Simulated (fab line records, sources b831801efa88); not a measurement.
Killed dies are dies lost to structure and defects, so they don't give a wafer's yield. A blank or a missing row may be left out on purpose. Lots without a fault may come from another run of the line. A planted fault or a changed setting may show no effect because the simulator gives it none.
fab line records | flow sky130
record lots=5 wafers=15 last_day=50
route steps=708 shown VIA1@472 METAL2@483 PAD_OPEN@708
lots that met no fault: from a run of the same line without faults
start_h: hours from the record's first day to the start of the lot's first wafer shown | wait_h: hours since the lot's step before | " the same as in the row above | L1.1+2: a row that stands for several wafers | - no value, or no start given | * or withheld: withheld | < > ~ a bound
route shown NAME@n: a module of which the file shows steps, and the number in the route of the first | usual: mean/standard deviation of fault-free wafers | same: alike in all rows | chamber/n: place in a boat | sites: the reading at each site | _std_site: their standard deviation | _edge_site: outer sites' mean less inner sites' | radius_mm: how far each site lies from the wafer's centre | mask NAME#n: copy n | behind: the tool/chamber that last shaped the wafer | hold: why the lot was held/for how many hours/how that ended | device: the transistor (n, p or np) that didn't switch | end of line: the same wafers' tests at the end of the route | a step without rows: its recipe alone | killed: dies lost to structure and defects at the first sort, not the wafer's yield | map: a wafer's dies, x killed, . not, _ none there
set.NAME: the setting as run; set.NAME@STEP: as run at that earlier step | model.NAME: the simulator's own value behind a step, which no gauge read
lots at some steps of the route; a table a step, a row a wafer
services: from which hour (start_h, from the record's first day; less than 0 if before it) a tool's chamber was out of use, for how many hours, and why
## steps
# step SKY_VIA1_ETCH_14
# recipe chemistry=N2/H2 target=BARC ion_energy_ev=200 source_w=500 bias_w=100 pressure_mtorr=30 n2_flow_sccm=100 h2_flow_sccm=200 stop_on=SiO2 time_s=45.9 target_depth_a=600
# usual bias_w=100.0/0.33 drypump_motor_current_A=5.6/0.47 oes_product_au=0.856/0.005 throttle_valve_pct=13.224/0.0091
# columns lot.wafer tool chamber start_h wait_h bias_w drypump_motor_current_A oes_product_au rf_hours_counter_h throttle_valve_pct
L569.1 rie_diel-04 1 788.06 0.0 100.2 5.1 0.848 5 13.219
L569.3 " 2 " " 100.0 5.5 0.854 1 13.223
L569.4 " 3 " " 100.3 4.8 0.858 5 13.230
L576.2 rie_diel-03 2 848.28 0.0 99.6 5.5 0.853 9 13.210
L576.3 " 3 " " 100.2 5.8 0.855 26 13.211
L576.6 " 1 " " 100.5 6.1 0.858 - 13.206
L579.3 rie_diel-04 0 864.85 0.0 100.7 6.3 0.862 18 13.228
L579.4 " 1 " " 100.2 5.1 0.861 8 13.225
L579.5 " 2 " " 99.7 5.5 0.851 - 13.241
L588.2 rie_diel-02 1 939.70 0.0 99.4 6.2 0.847 9 13.226
L588.4 " 2 " " 100.0 5.8 0.861 11 13.204
L588.5 " 1 " " 99.7 6.1 0.851 - 13.206
L590.2 rie_diel-04 2 942.78 0.0 100.2 5.5 0.853 4 13.220
L590.4 " 3 " " 100.2 4.8 0.856 9 13.223
L590.5 " 0 " " 99.7 6.4 0.849 - 13.217
# step SKY_VIA1_ETCH_15
# recipe target=SiO2 chemistry=C4F8/O2/Ar target_depth_nm=351 stop_on=TiN mask_material=KrF-thick source_w=1500 bias_w=1200 pressure_mtorr=40 c4f8_flow_sccm=withheld O2_flow_sccm=6 Ar_flow_sccm=300 time_s=54
# step SKY_VIA1_STRIP_16
# recipe chemistry=O2/N2 power_w=1400 pressure_mtorr=1500 platen_temp_c=withheld o2_flow_sccm=3000 n2_flow_sccm=300 overash_fraction=0.5
# step SKY_VIA1_STRIP_17
# recipe chemistry=post_etch_residue_remover time_s=1200 temp_c=72.5
# step SKY_VIA1_CLEAN_18
# recipe chemistry=IPA time_s=180 temp_c=25
# step SKY_VIA1_CLEAN_19
# recipe chemistry=O3/DIW dry=n2_spin
# step SKY_VIA1_SPUTTER_20
# recipe material=TiN target_thk_nm=20 chamber_pressure_pa=5 power_w=4000 time_s=80
# usual chamber_pressure_pa=5.000/0.01 throttle_valve_pct=31.0/1.3
# columns lot.wafer tool chamber start_h wait_h chamber_pressure_pa throttle_valve_pct
L569.1 pvd_sputter-02 - 788.78 0.0 4.992 31.2
L569.3 " - " " 4.988 29.6
L569.4 " - " " 4.998 31.6
L576.2 pvd_sputter-04 - 849.00 0.0 4.996 31.6
L576.3 " - " " 4.995 33.6
L576.6 " - " " 5.007 34.0
L579.3 pvd_sputter-04 - 865.53 0.0 4.994 30.7
L579.4 " - " " 5.019 31.4
L579.5 " - " " 4.993 33.7
L588.2 pvd_sputter-01 - 940.38 0.0 5.000 29.0
L588.4 " - " " 5.022 30.0
L588.5 " - " " 4.981 28.8
L590.2 pvd_sputter-04 - 943.46 0.0 4.978 30.9
L590.4 " - " " 4.992 33.6
L590.5 " - " " 4.990 30.8
# step SKY_VIA1_CVD_21
# recipe material=W target_thk_nm=270 time_s=80.902 temp_c=400 pressure_torr=40
# usual heater_power_w=864/36 susceptor_temp_C=399.96/0.23
# columns lot.wafer tool chamber start_h wait_h heater_power_w since_wet_clean_h susceptor_temp_C
L569.1 cvd_w-01 1 788.85 0.0 816 885 399.73
L569.3 " 0 " " 866 - 399.69
L569.4 " 1 " " 832 - 399.71
L576.2 cvd_w-01 0 849.06 0.0 875 945 399.66
L576.3 " 1 " " 844 - 399.94
L576.6 " 0 " " 873 - 400.16
L579.3 cvd_w-02 0 865.62 0.1 882 - 400.31
L579.4 " 1 " " 841 - 399.71
L579.5 " 1 " " 859 - 400.25
L588.2 cvd_w-02 0 940.44 0.0 885 536 399.80
L588.4 " 1 " " 829 - 400.24
L588.5 " 1 " " 850 - 399.68
L590.2 cvd_w-02 0 943.52 0.0 904 540 399.80
L590.4 " 0 " " 897 - 399.84
L590.5 " 1 " " 851 - 400.01
# step SKY_VIA1_RS_MEAS_22
# recipe thk_meas_gauge=four-point-probe reads=W_of_VIA1_CVD_21+TiN_of_VIA1_SPUTTER_20
# usual VIA1_W_RS=0.426/0.0047
# columns lot.wafer tool chamber start_h wait_h VIA1_W_RS[ohm/sq]
L569.1 film_metro-02 - 788.94 0.1 0.423
L569.3 " - " " 0.429
L569.4 " - " " 0.428
L576.2 film_metro-01 - 849.17 0.1 0.427
L576.3 " - " " 0.430
L576.6 " - " " 0.435
L579.3 film_metro-02 - 865.72 0.1 0.429
L579.4 " - " " 0.422
L579.5 " - " " 0.429
L588.2 film_metro-02 - 940.55 0.1 0.424
L588.4 " - " " 0.421
L588.5 " - " " 0.419
L590.2 film_metro-01 - 943.63 0.1 0.430
L590.4 " - " " 0.427
L590.5 " - " " 0.424
# step SKY_VIA1_THK_MEAS_23
# recipe thk_meas_gauge=xrf reads=W_of_VIA1_CVD_21
# usual VIA1_W_THK=275/3.8
# columns lot.wafer tool chamber start_h wait_h VIA1_W_THK[nm]
L569.1 film_metro-02 - 789.06 0.1 274
L569.3 " - " " 271
L569.4 " - " " 273
L576.2 film_metro-01 - 849.28 0.1 275
L576.3 " - " " 274
L576.6 " - " " 271
L579.3 film_metro-02 - 865.82 0.1 268
L579.4 " - " " 272
L579.5 " - " " 271
L588.2 film_metro-02 - 940.66 0.1 275
L588.4 " - " " 277
L588.5 " - " " 278
L590.2 film_metro-01 - 943.74 0.1 275
L590.4 " - " " 278
L590.5 " - " " 278
# step SKY_VIA1_CMP_24
# recipe stop_on=SiO2 t_overpolish_s=15 down_force_psi=3.5 platen_rpm=60 target_thk_nm=0 pad_velocity_m_s=0.94248
# usual motor_current_A=11.3/1.2 overpolish_run_s=15.001/0.0086 retaining_ring_pressure_frac=1.001/0.0047 time_to_endpoint_s=65.7/2.5
# columns lot.wafer tool chamber start_h wait_h motor_current_A overpolish_run_s retaining_ring_pressure_frac time_to_endpoint_s
L569.1 cmp-01 2 789.12 0.1 10.3 14.997 1.002 62.9
L569.4 " 0 " " 12.3 14.997 1.004 61.3
L569.3 " 1 " " 11.7 15.012 1.010 59.3
L576.3 cmp-01 1 849.33 0.0 11.7 15.014 0.998 62.6
L576.2 " 2 " " 9.5 14.994 1.001 63.1
L576.6 " 1 " " 10.8 14.993 1.003 63.5
L579.3 cmp-01 0 865.86 0.0 12.1 14.987 1.010 65.7
L579.4 " 3 " " 11.0 15.004 1.007 63.0
L579.5 " 1 " " 11.9 14.996 0.997 65.2
L588.4 cmp-02 1 940.71 0.0 11.6 14.982 1.000 68.5
L588.2 " 2 " " 10.6 14.995 1.005 68.6
L588.5 " 2 " " 10.8 14.988 1.003 68.2
L590.2 cmp-01 2 943.84 0.1 9.1 14.990 0.998 59.7
L590.4 " 0 " " 12.3 15.010 0.998 66.5
L590.5 " 1 " " 11.3 15.003 1.005 63.6
# step SKY_METAL2_SPUTTER_00
# recipe material=Ti target_thk_nm=15 power_w=3000 time_s=10 chamber_pressure_pa=0.4
# step SKY_METAL2_SPUTTER_01
# recipe material=TiN target_thk_nm=20 power_w=6500 time_s=16.7 chamber_pressure_pa=0.4
# usual chamber_pressure_pa=0.4000/0.00083 throttle_valve_pct=30.2/1.1
# columns lot.wafer tool chamber start_h wait_h chamber_pressure_pa throttle_valve_pct model.TiN_of_METAL2_SPUTTER_01.thk_nm
L569.1 pvd_sputter-03 - 789.44 0.0 0.4006 31.9 19.97
L569.3 " - " " 0.4011 29.9 20.21
L569.4 " - " " 0.4001 29.1 20.07
L576.2 pvd_sputter-03 - 849.65 0.0 0.3990 30.2 19.91
L576.3 " - " " 0.3991 28.9 20.07
L576.6 " - " " 0.3988 29.2 19.95
L579.3 pvd_sputter-03 - 866.19 0.0 0.4016 29.2 19.84
L579.4 " - " " 0.3215 33.5 20.45
L579.5 " - " " 0.4001 29.3 19.95
L588.2 pvd_sputter-03 - 941.04 0.0 0.3994 29.4 20.1
L588.4 " - " " 0.3992 29.1 19.84
L588.5 " - " " 0.4007 30.1 19.92
L590.2 pvd_sputter-02 - 944.12 0.0 0.3974 31.6 20.14
L590.4 " - " " 0.4009 29.6 20.13
L590.5 " - " " 0.4003 30.9 20.19
# step SKY_METAL2_SPUTTER_02
# recipe material=AlCu target_thk_nm=250 power_w=10600 time_s=13.3 chamber_pressure_pa=0.4063
# usual chamber_pressure_pa=0.4064/0.00076 throttle_valve_pct=30.2/1.1
# columns lot.wafer tool chamber start_h wait_h chamber_pressure_pa throttle_valve_pct
L569.1 pvd_sputter-03 - 789.47 0.0 0.4060 32.2
L569.3 " - " " 0.4065 29.7
L569.4 " - " " 0.4060 29.1
L576.2 pvd_sputter-03 - 849.68 0.0 0.4056 30.0
L576.3 " - " " 0.4071 29.0
L576.6 " - " " 0.4067 29.4
L579.3 pvd_sputter-03 - 866.21 0.0 0.4057 29.0
L579.4 " - " " 0.4050 29.8
L579.5 " - " " 0.4068 29.5
L588.2 pvd_sputter-03 - 941.06 0.0 0.4063 29.3
L588.4 " - " " 0.4064 28.8
L588.5 " - " " 0.4070 29.8
L590.2 pvd_sputter-02 - 944.14 0.0 0.4059 31.5
L590.4 " - " " 0.4068 29.6
L590.5 " - " " 0.4058 30.7
# step SKY_PAD_OPEN_PROBE_99
# usual defect_limited_yield=82.3/2 killed_at_M0_to_M3=44/7.9 killed_at_M4_up=3.1/1.9 killed_at_contacts=24/4.6 killed_at_front_end=16/4.9 killed_at_other=0.3/0.6 killed_dies=87/9.7 killed_open=48/7.2 killed_short=39/5.6 sort_bin_3_pad_short=0.8/0.47 sort_bin_5_function=10.4/1.5 sort_bin_6_memory=6.5/1.1 sort_n_pass=405/9.7 sort_yield_pct=82.3/2
# same gross_dies=492 killed_at_back_side=0 sort_bin_4_leakage[%]=0 sort_bin_8_speed[%]=0
# columns lot.wafer tool chamber start_h wait_h defect_limited_yield[%] killed_at_M0_to_M3 killed_at_M4_up killed_at_contacts killed_at_front_end killed_at_other killed_dies killed_open killed_short sort_bin_3_pad_short[%] sort_bin_5_function[%] sort_bin_6_memory[%] sort_n_pass sort_yield_pct[%]
L569.1 prober-02 - 1070.39 0.1 79.5 50 1 26 24 0 101 65 35 1.0 11.8 7.7 391 79.5
L569.3 prober-02 - 1070.49 0.2 77.4 54 8 24 25 0 111 68 43 1.8 11.8 8.9 381 77.4
L569.4 prober-02 - 1070.54 0.2 82.1 43 2 29 14 0 88 55 33 0.6 10.2 7.1 404 82.1
L576.2 prober-02 - 1117.49 0.1 84.6 34 0 25 17 0 76 40 35 0.6 9.1 5.7 416 84.6
L576.3 prober-02 - 1117.54 0.2 82.9 46 4 23 11 0 84 47 37 0.6 10.0 6.5 408 82.9
L576.6 prober-02 - 1117.69 0.2 81.1 50 5 22 14 2 93 56 34 1.0 11.2 6.7 399 81.1
L579.3 prober-02 - 1131.81 0.2 81.5 50 2 22 17 0 91 43 48 1.4 12.0 5.1 401 81.5
L579.4 prober-02 - 1131.86 0.2 82.3 53 1 15 17 1 87 47 40 0.8 11.0 5.9 405 82.3
L579.5 prober-02 - 1131.91 0.2 80.9 48 3 21 22 0 94 51 43 1.0 11.2 6.9 398 80.9
L588.2 prober-01 - 1187.92 0.1 81.7 37 2 31 20 0 90 53 37 0.4 12.4 5.5 402 81.7
L588.4 prober-01 - 1188.02 0.2 83.5 41 4 22 13 1 81 48 32 1.0 9.8 5.7 411 83.5
L588.5 prober-01 - 1188.07 0.2 81.9 45 3 21 20 0 89 41 48 2.0 9.8 6.3 403 81.9
L590.2 prober-01 - 1190.78 0.1 82.1 41 5 25 17 0 88 47 41 0.8 10.8 6.3 404 82.1
L590.4 prober-01 - 1190.88 0.2 82.3 43 4 23 17 0 87 50 37 0.6 9.8 7.3 405 82.3
L590.5 prober-01 - 1190.93 0.2 81.5 36 7 23 25 0 91 51 40 1.2 11.0 6.3 401 81.5
# killed by level:class
L569.1 VIA1:geometric_particle:open=16 CONTACT:geometric_particle:open=12 POLY_GATE:geometric_particle:open=9 VIA3:geometric_particle:open=9 LI_CONTACT:geometric_particle:open=7 VIA1:geometric_particle:short=6 POLY_GATE:geometric_particle:short=4 CONTACT:geometric_particle:short=4
L569.3 VIA1:geometric_particle:open=15 CONTACT:geometric_particle:open=12 VIA3:geometric_particle:open=9 VIA2:geometric_particle:open=8 POLY_GATE:geometric_particle:short=7 FIELD_ISO:geometric_particle:open=5 METAL1:geometric_particle:short=5 VIA2:geometric_particle:short=5
L569.4 VIA1:geometric_particle:open=16 LI_CONTACT:geometric_particle:open=13 VIA2:geometric_particle:open=7 VIA3:geometric_particle:open=6 FIELD_ISO:geometric_particle:short=5 LOCAL_INTERCONNECT:geometric_particle:short=5 CONTACT:geometric_particle:short=5 FIELD_ISO:geometric_particle:open=4
L576.2 CONTACT:geometric_particle:open=7 CONTACT:geometric_particle:short=7 VIA1:geometric_particle:open=7 VIA2:geometric_particle:open=6 METAL1:geometric_particle:short=6 LI_CONTACT:geometric_particle:open=4 LOCAL_INTERCONNECT:geometric_particle:short=4 VIA3:geometric_particle:open=3
L576.3 CONTACT:geometric_particle:open=11 VIA3:geometric_particle:open=7 VIA1:geometric_particle:open=7 VIA2:geometric_particle:open=6 POLY_GATE:geometric_particle:open=5 METAL1:geometric_particle:short=5 METAL2:geometric_particle:short=5 LI_CONTACT:geometric_particle:open=4
L576.6 LI_CONTACT:geometric_particle:open=10 VIA1:geometric_particle:open=10 VIA2:geometric_particle:open=9 VIA3:geometric_particle:open=8 METAL2:geometric_particle:short=7 FIELD_ISO:geometric_particle:open=4 CONTACT:geometric_particle:open=4 CONTACT:geometric_particle:short=4
L579.3 VIA1:geometric_particle:open=11 VIA1:geometric_particle:short=10 LI_CONTACT:geometric_particle:open=9 METAL2:geometric_particle:short=8 POLY_GATE:geometric_particle:open=6 LI_CONTACT:geometric_particle:short=5 POLY_GATE:geometric_particle:short=4 CONTACT:geometric_particle:open=4
L579.4 VIA1:geometric_particle:open=13 VIA2:geometric_particle:open=9 METAL1:geometric_particle:short=8 POLY_GATE:geometric_particle:open=6 CONTACT:geometric_particle:open=6 FIELD_ISO:geometric_particle:open=5 CONTACT:geometric_particle:short=5 VIA2:geometric_particle:short=5
L579.5 VIA1:geometric_particle:open=12 VIA2:geometric_particle:open=9 METAL1:geometric_particle:short=8 FIELD_ISO:geometric_particle:open=6 CONTACT:geometric_particle:open=6 LI_CONTACT:geometric_particle:open=6 VIA1:geometric_particle:short=6 FIELD_ISO:geometric_particle:short=5
L588.2 LI_CONTACT:geometric_particle:open=13 VIA1:geometric_particle:open=7 FIELD_ISO:geometric_particle:open=6 CONTACT:geometric_particle:open=6 VIA3:geometric_particle:open=6 FIELD_ISO:geometric_particle:short=5 VIA1:geometric_particle:short=5 VIA2:geometric_particle:open=5
L588.4 VIA1:geometric_particle:open=12 CONTACT:geometric_particle:open=11 VIA2:geometric_particle:open=7 VIA1:geometric_particle:short=7 FIELD_ISO:geometric_particle:open=6 VIA3:geometric_particle:open=5 METAL4:geometric_particle:short=4 LI_CONTACT:geometric_particle:open=4
L588.5 VIA1:geometric_particle:open=12 CONTACT:geometric_particle:open=9 POLY_GATE:geometric_particle:short=6 METAL2:geometric_particle:short=6 VIA1:geometric_particle:short=5 VIA2:geometric_particle:open=5 METAL3:geometric_particle:short=5 FIELD_ISO:geometric_particle:short=4
L590.2 VIA2:geometric_particle:open=10 VIA1:geometric_particle:open=9 CONTACT:geometric_particle:open=8 POLY_GATE:geometric_particle:open=6 VIA1:geometric_particle:short=6 LI_CONTACT:geometric_particle:short=5 METAL1:geometric_particle:short=5 POLY_GATE:geometric_particle:short=4
L590.4 VIA1:geometric_particle:open=13 CONTACT:geometric_particle:open=9 VIA2:geometric_particle:open=9 VIA1:geometric_particle:short=7 LI_CONTACT:geometric_particle:open=7 CONTACT:geometric_particle:short=5 METAL2:geometric_particle:short=5 FIELD_ISO:geometric_particle:short=4
L590.5 POLY_GATE:geometric_particle:open=10 VIA1:geometric_particle:open=8 FIELD_ISO:geometric_particle:open=7 LI_CONTACT:geometric_particle:open=7 METAL4:geometric_particle:short=6 METAL2:geometric_particle:short=6 VIA3:geometric_particle:open=6 CONTACT:geometric_particle:open=5
## services
# columns tool chamber start_h hours kind
rie_diel-04 1 780.45 3.3 repair
cmp-01 - 780.91 1.5 repair
cvd_w-02 - 789.51 0.6 repair
pvd_sputter-04 - 794.18 3.7 repair
pvd_sputter-03 - 807.10 2.2 repair
rie_diel-04 0 808.41 11.9 repair
pvd_sputter-03 - 823.99 1.6 repair
rie_diel-04 2 832.78 9.3 repair
cmp-01 - 839.57 1.1 repair
cmp-01 - 840.69 5.2 pm
pvd_sputter-02 - 844.38 9.1 repair
rie_diel-04 0 869.94 2.4 repair
rie_diel-04 2 871.47 5.7 repair
rie_diel-04 0 890.06 1.3 repair
cvd_w-02 - 891.89 2.8 pm
cvd_w-02 1 903.26 3.3 repair
cvd_w-01 - 904.00 14.0 pm
rie_diel-04 2 910.59 10.0 repair
cmp-01 - 912.17 4.0 pm
pvd_sputter-02 - 912.87 1.2 repair
cmp-01 - 921.82 3.0 repair
cmp-01 - 937.85 4.6 repair
pvd_sputter-03 - 938.09 2.0 repair
pvd_sputter-02 - 939.64 4.4 repair
## key
first_sign step=SKY_METAL2_SPUTTER_01 reading=chamber_pressure_pa direction=down sigmas=95 usual=0.4000 struck=0.3215
effect step=SKY_METAL2_SPUTTER_01 reading=throttle_valve_pct direction=up sigmas=3.1 usual=30.2 struck=33.5
model_effect step=SKY_METAL2_SPUTTER_01 value=TiN_of_METAL2_SPUTTER_01.thk_nm without=19.86 struck=20.45
met_at SKY_METAL2_SPUTTER_01
struck_wafers L579.4
onset_between 849.65 866.19
fault kind=process_parameter_drift tool=pvd_sputter-03 chamber=- onset_h=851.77 steps=SKY_METAL2_SPUTTER_01 channel=chamber_pressure_pa offset=-0.078498 shape=step end_h=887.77 acts_in=these_recipes_only stated=0.4 scope=struck_wafers_only
